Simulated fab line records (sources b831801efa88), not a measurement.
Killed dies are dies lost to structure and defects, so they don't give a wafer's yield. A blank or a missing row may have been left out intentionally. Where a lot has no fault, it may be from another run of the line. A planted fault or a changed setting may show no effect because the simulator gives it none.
fab line records | flow sky130
record: lots: 12 wafers: 36 last-day: 51
route steps=708 shown VIA2@529 METAL3@563 VIA3@585 PAD_OPEN@708
lots that met no fault: from a run of the same line without faults
start-h: the number of hours between the record's first day and the start of the first shown wafer of the lot | wait-h: hours since the lot's step before | " unchanged from the row above | L1.1+2: a single row standing in for several wafers | - no value present, or no start provided | * or withheld: withheld | < > ~ a bound
route shown NAME@n: names a module that has steps shown in the file, with the first one's number in the route | usual: mean/standard deviation of fault-free wafers | same: alike in all rows | chamber/n: place in a boat | sites: the reading at each site | _std_site: standard deviation of those values | _edge_site: inner sites' mean taken away from outer sites' mean | radius-mm: how far each site lies from the wafer's centre | mask NAME#n: copy n | behind: the most recent tool/chamber to have shaped the wafer | hold: why the lot went on hold/how many hours it stayed there/how the hold came to an end | device: which transistor (n, p or np) failed to switch | end of line: the route-end tests of the same wafers | a step with no rows: only its recipe | killed: count of dies lost to structure and defects at first sort (not the wafer's yield) | map: the dies of a wafer, with x for killed, . for not killed, _ for no die there
set.NAME: the setting the step ran with; set.NAME@STEP: the setting that earlier step ran with | model.NAME: the simulator's own value behind a step, which no gauge read
one table for each step of the route and one row for each wafer, over a sample of lots
services: from which hour (start-h, from the record's first day; less than 0 if before it) a tool's chamber was out of use, for how many hours, and why
== steps ==
step: SKY_VIA2_RS_MEAS_22
recipe: thk-meas-gauge: four-point-probe reads: W_of_VIA2_CVD_21+TiN_of_VIA2_SPUTTER_20
usual: VIA2_W_RS: 0.274/0.0035
columns lot.wafer tool chamber start-h wait-h VIA2_W_RS[ohm/sq]
L201.2 film-metro-03 - 893.41 0.1 0.267
L201.5 " - " " 0.272
L201.6 " - " " 0.270
L202.3 film-metro-01 - 895.04 0.1 0.278
L202.4 " - " " 0.273
L202.5 " - " " 0.268
L206.1 film-metro-02 - 927.74 0.1 0.268
L206.4 " - " " 0.272
L206.5 " - " " 0.275
L207.1 film-metro-01 - 929.51 0.1 0.274
L207.3 " - " " 0.276
L207.6 " - " " 0.273
L210.4 film-metro-02 - 950.19 0.1 0.277
L210.5 " - " " 0.272
L210.6 " - " " 0.276
L211.1 film-metro-02 - 969.18 0.1 0.271
L211.3 " - " " 0.277
L211.6 " - " " 0.278
L212.2 film-metro-01 - 969.31 0.1 0.269
L212.4 " - " " 0.275
L212.6 " - " " 0.279
L217.1 film-metro-01 - 995.05 0.1 0.271
L217.3 " - " " 0.273
L217.6 " - " " 0.269
L219.1 film-metro-01 - 1009.52 0.1 0.279
L219.3 " - " " 0.273
L219.5 " - " " 0.271
L220.1 film-metro-03 - 1022.46 0.1 0.278
L220.3 " - " " 0.275
L220.6 " - " " 0.276
L221.2 film-metro-03 - 1024.84 0.1 0.280
L221.5 " - " " 0.273
L221.6 " - " " 0.281
L222.4 film-metro-02 - 1030.02 0.1 0.275
L222.5 " - " " 0.280
L222.6 " - " " 0.276
step: SKY_METAL3_CD_MEAS_13
recipe: target-cd-nm: 300
usual: cd-nm: 300.2/1.1
columns lot.wafer tool chamber start-h wait-h cd-nm
L201.2 cd-sem-01 - 947.05 - 299.4
L201.5 " - " " 298.9
L201.6 " - " " 298.8
L202.3 cd-sem-02 - 947.69 - 299.6
L202.4 " - " " 299.9
L202.5 " - " " 300.4
L206.1 cd-sem-02 - 979.33 - 301.7
L206.4 " - " " 300.9
L206.5 " - " " 300.3
L207.1 cd-sem-01 - 982.05 - 299.2
L207.3 " - " " 299.9
L207.6 " - " " 299.3
L210.4 cd-sem-02 - 1000.76 - 300.8
L210.5 " - " " 300.6
L210.6 " - " " 300.2
L212.2 cd-sem-02 - 1019.02 - 301.2
L212.4 " - " " 300.1
L212.6 " - " " 300.4
L211.1 cd-sem-01 - 1019.18 - 300.5
L211.3 " - " " 300.3
L211.6 " - " " 299.6
L217.1 cd-sem-01 - 1042.20 - 302.6
L217.3 " - " " 300.7
L217.6 " - " " 302.3
L219.1 cd-sem-01 - 1056.41 - 301.1
L219.3 " - " " 301.1
L219.5 " - " " 301.7
L220.1 cd-sem-02 - 1070.30 - 301.1
L220.3 " - " " 300.7
L220.6 " - " " 300.2
L221.2 cd-sem-02 - 1071.43 - 299.4
L221.5 " - " " 299.6
L221.6 " - " " 299.9
L222.4 cd-sem-02 - 1076.74 - 300.3
L222.5 " - " " 301.2
L222.6 " - " " 300.6
step: SKY_METAL3_ETCH_17
recipe: target: SiO2 stop-on: TiN chemistry: C4F8/O2/Ar source-w: 1500 bias-w: 1200 pressure-mtorr: 40 c4f8-flow-sccm: withheld O2_flow_sccm: 6 Ar_flow_sccm: 300 time-s: 3.9 target-depth-a: 150
usual: bias-w: 1200/4 chamber-pressure-mTorr: 40.00/0.035 oes-product-au: 0.755/0.0073 rf-fwd-power-W: 1467/6.6
columns lot.wafer tool chamber start-h wait-h bias-w chamber-pressure-mTorr oes-product-au rf-fwd-power-W rf-hours-counter-h
L201.2 rie-diel-04 2 947.32 0.1 1200 39.96 0.740 1454 15
L201.5 " 3 " " 1198 39.93 0.761 1467 -
L201.6 " 2 " " 1193 39.98 0.751 1462 -
L202.3 rie-diel-03 2 947.93 0.0 1197 40.03 0.748 1458 9
L202.4 " 0 " " 1199 40.03 0.746 1464 19
L202.5 " 0 " " 1203 40.01 0.757 1465 -
L206.1 rie-diel-03 0 979.62 0.1 1200 40.00 0.754 1463 20
L206.4 " 3 " " 1203 39.97 0.753 1479 11
L206.5 " 3 " " 1203 39.94 0.767 1480 -
L207.1 rie-diel-04 0 982.34 0.1 1203 40.01 0.749 1462 6
L207.3 " 2 " " 1195 40.03 0.761 1463 16
L207.6 " 0 " " 1206 40.01 0.750 1463 -
L210.4 rie-diel-04 1 1000.99 0.0 - - - - -
L210.5 " 2 " " - - - - -
L210.6 " 1 " " - - - - -
L212.2 rie-diel-03 2 1019.29 0.1 - - - - -
L212.4 " 0 " " - - - - -
L212.6 " 2 " " - - - - -
L211.1 rie-diel-02 0 1019.47 0.1 1199 40.00 0.752 1466 21
L211.3 " 3 " " 1192 40.03 0.758 1465 12
L211.6 " 3 " " 1197 40.02 0.762 1464 -
L217.1 rie-diel-02 0 1042.53 0.1 1201 39.95 0.754 1470 22
L217.3 " 3 " " 1197 40.01 0.763 1455 13
L217.6 " 3 " " 1202 40.03 0.763 1460 -
L219.1 rie-diel-04 3 1056.69 0.1 1200 39.96 0.744 1467 28
L219.3 " 2 " " 1194 39.95 0.759 1464 20
L219.5 " 3 " " 1198 39.98 0.759 1468 -
L220.1 rie-diel-02 1 1070.72 0.2 1210 40.01 0.757 1471 8
L220.3 " 0 " " 1198 39.99 0.746 1474 0
L220.6 " 2 " " 1195 39.97 0.754 1484 -
L221.2 rie-diel-02 0 1071.69 0.1 1198 39.99 0.746 1469 0
L221.5 " 2 " " 1201 40.05 0.758 1475 -
L221.6 " 1 " " 1199 40.02 0.760 1466 -
L222.4 rie-diel-04 2 1077.10 0.1 1205 39.99 0.764 1463 20
L222.5 " 3 " " 1201 39.99 0.760 1464 -
L222.6 " 0 " " 1207 39.96 0.749 1463 -
step: SKY_VIA3_CD_MEAS_12
recipe: target-cd-nm: 200
usual: cd-nm: 199.8/1.4
columns lot.wafer tool chamber start-h wait-h cd-nm
L201.2 cd-sem-01 - 973.52 - 199.4
L201.5 " - " " 199.7
L201.6 " - " " 199.0
L202.3 cd-sem-01 - 974.34 - 202.9
L202.4 " - " " 203.0
L202.5 " - " " 201.5
L206.1 cd-sem-01 - 1005.10 - 199.9
L206.4 " - " " 200.2
L206.5 " - " " 199.3
L207.1 cd-sem-01 - 1007.70 - 197.8
L207.3 " - " " 200.2
L207.6 " - " " 199.1
L211.1 cd-sem-01 - 1044.45 - 199.3
L211.3 " - " " 199.4
L211.6 " - " " 199.5
L217.1 cd-sem-02 - 1066.56 - 199.9
L217.3 " - " " 200.1
L217.6 " - " " 200.5
L219.1 cd-sem-01 - 1079.75 - 198.1
L219.3 " - " " 197.0
L219.5 " - " " 198.2
L220.1 cd-sem-02 - 1094.25 - 198.2
L220.3 " - " " 196.9
L220.6 " - " " 197.4
L221.2 cd-sem-01 - 1095.44 - 200.0
L221.5 " - " " 200.3
L221.6 " - " " 199.9
L222.4 cd-sem-02 - 1099.86 - 199.4
L222.5 " - " " 199.8
L222.6 " - " " 199.9
step: SKY_PAD_OPEN_PROBE_99
usual: defect-limited-yield: 82.5/2.2 killed_at_M0_to_M3: 43/7.5 killed_at_M4_up: 3.2/1.9 killed-at-contacts: 24/5.6 killed-at-front-end: 15/4.8 killed-at-other: 0.2/0.54 killed-dies: 86/11 killed-on-rim: 17/3.6 killed-open: 47/7.6 killed-short: 39/7.1 sort_bin_3_pad_short: 0.8/0.36 sort_bin_5_function: 10.4/1.6 sort_bin_6_memory: 6.3/1.3 sort-n-pass: 406/11 sort-yield-pct: 82.5/2.2
same: gross-dies: 492 killed-at-back-side: 0 sort_bin_4_leakage[%]: 0 sort_bin_8_speed[%]: 0
columns lot.wafer tool chamber start-h wait-h hold defect-limited-yield[%] killed_at_M0_to_M3 killed_at_M4_up killed-at-contacts killed-at-front-end killed-at-other killed-dies killed-on-rim killed-open killed-short sort_bin_3_pad_short[%] sort_bin_5_function[%] sort_bin_6_memory[%] sort-n-pass sort-yield-pct[%]
L206.1 prober-01 - 1144.48 0.1 - 81.1 40 3 35 15 0 93 16 53 40 1.4 10.4 7.1 399 81.1
L206.4 prober-01 - 1144.63 0.2 - 82.9 45 3 21 15 0 84 14 44 40 0.8 10.6 5.7 408 82.9
L206.5 prober-01 - 1144.68 0.2 - 83.1 50 2 18 13 0 83 18 39 44 0.8 12.2 3.9 409 83.1
L210.4 prober-01 - 1161.36 0.2 await-dispo/2.6h/scrap 0 446 4 27 15 0 492 96 50 33 0.4 91.9 7.7 0 0
L210.5 prober-01 - 1161.41 0.2 await-dispo/2.6h/scrap 0 457 3 16 16 0 492 96 47 27 1.0 93.5 5.5 0 0
L210.6 prober-01 - 1161.46 0.2 await-dispo/2.6h/scrap 0 443 2 32 15 0 492 96 44 33 0.6 94.7 4.7 0 0
L212.2 prober-02 - 1173.99 0.1 await-dispo/6.1h/scrap 0 442 4 31 15 0 492 96 66 39 0.6 91.3 8.1 0 0
L212.4 prober-02 - 1174.09 0.2 await-dispo/6.1h/scrap 0 443 4 28 15 2 492 96 51 47 1.0 92.1 6.9 0 0
L212.6 prober-02 - 1174.19 0.2 await-dispo/6.1h/scrap 0 449 5 27 11 0 492 96 59 32 0.4 91.9 7.7 0 0
L211.1 prober-01 - 1174.42 0.1 - 82.7 38 3 32 11 1 85 18 48 37 0 10.0 7.3 407 82.7
L211.3 prober-01 - 1174.52 0.2 - 82.1 46 3 23 16 0 88 16 38 50 0.6 11.2 6.1 404 82.1
L211.6 prober-01 - 1174.67 0.2 - 82.3 43 1 30 13 0 87 17 51 36 0.4 10.8 6.5 405 82.3
killed by level:class
L206.1 CONTACT:geometric-particle:open=15 VIA3:geometric-particle:open=8 VIA1:geometric-particle:open=7 LOCAL_INTERCONNECT:geometric-particle:short=6 CONTACT:geometric-particle:short=6 METAL1:geometric-particle:short=6 FIELD_ISO:geometric-particle:open=5 LI_CONTACT:geometric-particle:short=4
L206.4 VIA1:geometric-particle:open=11 LI_CONTACT:geometric-particle:open=8 METAL2:geometric-particle:short=8 VIA3:geometric-particle:open=8 VIA1:geometric-particle:short=6 CONTACT:geometric-particle:short=6 CONTACT:geometric-particle:open=5 METAL1:geometric-particle:short=5
L206.5 VIA1:geometric-particle:open=8 METAL1:geometric-particle:short=7 METAL2:geometric-particle:short=7 LOCAL_INTERCONNECT:geometric-particle:short=6 VIA2:geometric-particle:open=6 VIA3:geometric-particle:open=6 LI_CONTACT:geometric-particle:open=5 CONTACT:geometric-particle:open=5
L210.4 METAL3:area-etch=409 LI_CONTACT:geometric-particle:open=10 VIA1:geometric-particle:open=9 VIA2:geometric-particle:open=7 CONTACT:geometric-particle:open=7 VIA3:geometric-particle:open=7 FIELD_ISO:geometric-particle:short=6 METAL1:geometric-particle:short=6
L210.5 METAL3:area-etch=418 VIA1:geometric-particle:open=19 POLY_GATE:geometric-particle:open=7 VIA2:geometric-particle:open=6 CONTACT:geometric-particle:open=5 CONTACT:geometric-particle:short=4 METAL1:geometric-particle:short=4 LOCAL_INTERCONNECT:geometric-particle:short=3
L210.6 METAL3:area-etch=415 CONTACT:geometric-particle:open=12 CONTACT:geometric-particle:short=6 LI_CONTACT:geometric-particle:open=6 FIELD_ISO:geometric-particle:open=5 POLY_GATE:geometric-particle:short=5 POLY_GATE:geometric-particle:open=4 LI_CONTACT:geometric-particle:short=4
L212.2 METAL3:area-etch=387 CONTACT:geometric-particle:open=15 VIA3:geometric-particle:open=14 VIA1:geometric-particle:open=11 METAL1:geometric-particle:short=10 CONTACT:geometric-particle:short=7 LI_CONTACT:geometric-particle:open=6 FIELD_ISO:geometric-particle:open=5
L212.4 METAL3:area-etch=394 VIA1:geometric-particle:open=15 CONTACT:geometric-particle:open=8 METAL1:geometric-particle:short=7 LI_CONTACT:geometric-particle:open=6 LOCAL_INTERCONNECT:geometric-particle:short=6 METAL3:geometric-particle:short=5 CONTACT:geometric-particle:short=5
L212.6 METAL3:area-etch=401 VIA1:geometric-particle:open=14 CONTACT:geometric-particle:open=13 VIA2:geometric-particle:open=8 VIA3:geometric-particle:open=8 LI_CONTACT:geometric-particle:open=6 CONTACT:geometric-particle:short=6 VIA2:geometric-particle:short=5
L211.1 LI_CONTACT:geometric-particle:open=9 CONTACT:geometric-particle:open=9 CONTACT:geometric-particle:short=7 VIA2:geometric-particle:open=7 VIA1:geometric-particle:open=6 METAL2:geometric-particle:short=5 FIELD_ISO:geometric-particle:open=4 METAL1:geometric-particle:short=4
L211.3 FIELD_ISO:geometric-particle:short=9 CONTACT:geometric-particle:open=8 VIA1:geometric-particle:open=8 METAL2:geometric-particle:short=7 CONTACT:geometric-particle:short=6 VIA2:geometric-particle:open=6 VIA3:geometric-particle:short=5 METAL1:geometric-particle:short=4
L211.6 LI_CONTACT:geometric-particle:open=9 VIA1:geometric-particle:short=9 VIA1:geometric-particle:open=8 FIELD_ISO:geometric-particle:open=7 CONTACT:geometric-particle:open=7 VIA2:geometric-particle:open=7 CONTACT:geometric-particle:short=6 VIA3:geometric-particle:open=5
== services ==
columns tool chamber start-h hours kind
rie-diel-02 1 936.76 2.9 repair
rie-diel-02 1 997.26 3.1 repair
rie-diel-03 3 999.19 5.2 repair
rie-diel-03 1 1001.47 14.9 repair
rie-diel-03 3 1006.94 6.8 repair
rie-diel-04 1 1033.12 8.0 repair
rie-diel-02 0 1045.14 - clean
rie-diel-02 0 1045.14 23.0 scheduled-down
rie-diel-02 0 1045.14 23.0 vent-cycle
rie-diel-03 - 1046.18 28.1 pm
rie-diel-04 0 1061.28 13.1 repair
rie-diel-03 2 1074.82 23.1 repair
== key ==
first-sign: step: SKY_METAL3_ETCH_17 reading: tool-record direction: missing
effect: step: SKY_PAD_OPEN_PROBE_99 reading: killed_at_M0_to_M3 direction: up sigmas: 54 usual: 43 struck: 447
more-kills-born-at: SKY_METAL3_ETCH_17@rie-diel-04: 1241 SKY_METAL3_ETCH_17@rie-diel-03: 1182
met-at SKY_METAL3_ETCH_17
struck-lots L210,L212
later-rows-left-out L210.4,L210.5,L210.6,L212.2,L212.4,L212.6
not-acting-at SKY_VIA2_RS_MEAS_22,SKY_METAL3_CD_MEAS_13,SKY_VIA3_CD_MEAS_12
onset-between 982.34 1000.99
fault: kind: skipped-step-whole tool: rie-diel-03,rie-diel-04 chamber: - onset-h: 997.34 steps: SKY_METAL3_ETCH_17 scope: struck-lots-only
later-rows-left-out: the simulator's readings of these wafers behind a module that went badly wrong aren't trusted and aren't shown, but for the sort
